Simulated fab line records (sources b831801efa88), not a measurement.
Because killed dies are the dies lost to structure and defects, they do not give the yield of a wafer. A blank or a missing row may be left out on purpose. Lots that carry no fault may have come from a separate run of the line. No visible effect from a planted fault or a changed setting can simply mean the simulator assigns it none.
Commonality check across tools -- flow sky130 -- Lots sampled 13, wafers sampled 39

== REASON IT WAS OPENED ==
Of 13 lots, 3 have the reading POLY_GATE_OXIDATION_THK flagged at SKY_POLY_GATE_THK_MEAS_21. Fault-free wafers read 3.99 nm, with a standard deviation of 0.079.
Rule: a lot is flagged when every wafer of it that has a number lies more than 4 standard deviations from that mean, or none has a number. As for the other lots, they are considered sound.

lot,measured,on,"POLY_GATE_OXIDATION_THK (nm), wafer by wafer",flag
L394,day 16 20:37,film-metro-02,3.96 3.92 3.90,
L396,day 17 09:46,film-metro-01,4.16 4.09 4.17,
L397,day 17 14:44,film-metro-01,3.89 3.90 3.99,
L399,day 18 21:43,film-metro-01,3.90 3.97 4.00,
L400,day 18 21:43,film-metro-02,4.12 4.09 4.11,
L402,day 19 12:53,film-metro-04,3.90 4.06 4.06,
L403,day 20 01:29,film-metro-04,4.54 4.55 4.55,FLAGGED
L404,day 20 03:08,film-metro-04,4.61 4.65 4.56,FLAGGED
L406,day 21 02:31,film-metro-04,4.65 4.65 4.63,FLAGGED
L405,day 21 04:33,film-metro-01,3.97 3.94 3.86,
L415,day 24 06:26,film-metro-02,3.94 3.93 3.98,
L417,day 24 11:22,film-metro-02,4.02 4.04 4.06,
L416,day 24 12:37,film-metro-04,3.96 3.94 3.95,
The numbers of the flagged lots are 4.60 nm on average: +0.61 nm against the usual, or +8 standard deviations.

== LOT BY LOT: THE TOOL USED ==
The record holds 1 process step before the reading, out of a route of 708 steps. Read each cell as the tool, then ch plus the chambers that the sampled wafers visited, then the start.
lot,flag,SKY_POLY_GATE_OXIDATION_20
L394,,"furnace-01 ch 0, day 16 19:20"
L396,,"furnace-02 ch 0, day 17 08:29"
L397,,"furnace-01 ch 0, day 17 13:29"
L399,,"furnace-01 ch 0, day 18 20:28"
L400,,"furnace-01 ch 0, day 18 20:28"
L402,,"furnace-02 ch 0, day 19 11:38"
L403,FLAGGED,"furnace-02 ch 0, day 20 00:14"
L404,FLAGGED,"furnace-02 ch 0, day 20 01:53"
L406,FLAGGED,"furnace-02 ch 0, day 21 01:15"
L405,,"furnace-01 ch 0, day 21 03:18"
L415,,"furnace-01 ch 0, day 24 05:11"
L417,,"furnace-02 ch 0, day 24 10:06"
L416,,"furnace-01 ch 0, day 24 11:21"
What is done by these steps:
- SKY_POLY_GATE_OXIDATION_20: stabilise 600 s, purge 300 s, target thk 4 nm.
- SKY_POLY_GATE_THK_MEAS_21

== FLAGGED AGAINST TOTAL, ONE TOOL AT A TIME (gauges that did the reading follow at the end) ==
step,tool,lots run,flagged,share of the flagged lots,sound lots run after its first flagged lot
SKY_POLY_GATE_OXIDATION_20,furnace-01,7,0,none,-
SKY_POLY_GATE_OXIDATION_20,furnace-02,6,3,all,1 (L417)
SKY_POLY_GATE_THK_MEAS_21,film-metro-01,4,0,none,-
SKY_POLY_GATE_THK_MEAS_21,film-metro-02,4,0,none,-
SKY_POLY_GATE_THK_MEAS_21,film-metro-04,5,3,all,1 (L416)

== WHAT THE TABLE ALLOWS ==
furnace-02 at SKY_POLY_GATE_OXIDATION_20 and film-metro-04 at SKY_POLY_GATE_THK_MEAS_21 are the 2 rows of the table that ran each flagged lot.
- furnace-02 at SKY_POLY_GATE_OXIDATION_20 ran 6 lots, 3 of them flagged. Sound lots followed the first flagged one (L417) on it, something a lasting fault affecting the whole tool could not allow.
- film-metro-04 at SKY_POLY_GATE_THK_MEAS_21 ran 5 lots, 3 of them flagged. Sound lots followed the first flagged one (L416) on it, something a lasting fault affecting the whole tool could not allow.
There is no row in the table that ran each flagged lot and no sound lot after the first.

== WHAT HAD BEEN PUT IN BY THE SIMULATOR ==
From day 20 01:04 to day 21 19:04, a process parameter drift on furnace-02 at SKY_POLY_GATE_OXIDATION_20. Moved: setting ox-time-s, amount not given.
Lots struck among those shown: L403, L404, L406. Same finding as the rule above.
